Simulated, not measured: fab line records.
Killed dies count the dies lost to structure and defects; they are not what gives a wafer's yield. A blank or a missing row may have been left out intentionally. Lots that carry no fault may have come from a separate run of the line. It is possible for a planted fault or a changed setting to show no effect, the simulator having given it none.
Matching of chambers ; flow sky130 ; SKY_CONTACT_CMP_27 on cmp-01: 4 sister chambers
The step polishes, stops on SiO2, t overpolish 15 s, target thk 0 nm. 4 wafers are shown with their chamber, then 9 later ones without.

== EACH WAFER AND ITS CHAMBER ==
wafer;chamber;time_to_endpoint_s (s)
L146.1;1;89
L151.1;2;87
L151.3;3;84
L151.6;0;84

== WAFERS WHOSE CHAMBER IS MISSING ==
wafer;time_to_endpoint_s (s)
L155.1;84
L155.2;87
L155.5;79
L158.2;86
L158.3;79
L158.6;83
L160.2;81
L160.3;82
L160.4;78

== WHICH CHAMBER EACH WENT THROUGH ==
wafer;from the rows above;in truth
L155.1;can't be placed: 0 or 3 or 2 or 1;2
L155.2;can't be placed: 2 or 1 or 0 or 3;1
L155.5;can't be placed: 0 or 3 or 2 or 1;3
L158.2;can't be placed: 2 or 0 or 3 or 1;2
L158.3;can't be placed: 0 or 3 or 2 or 1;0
L158.6;can't be placed: 0 or 3 or 2 or 1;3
L160.2;can't be placed: 0 or 3 or 2 or 1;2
L160.3;can't be placed: 0 or 3 or 2 or 1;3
L160.4;can't be placed: 0 or 3 or 2 or 1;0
Correct placement for 0 of the 9. Can't be placed from these rows: 9 (the true chamber is among the candidates in 9). Wrongly placed: 0.
How it was worked out, from the rows above alone: a wafer's distance from a chamber is the root of the sum, over the readings, of the square of ((its reading less the chamber's mean) divided by the reading's scatter). If the next closest chamber is less than 2 further off than the closest, the wafer can't be placed; otherwise it belongs to the closest. A chamber's mean is the mean of its shown wafers. The scatter (one wafer shown for each chamber): square how far every hidden wafer sits from the nearest shown wafer, average those squares and take the square root.
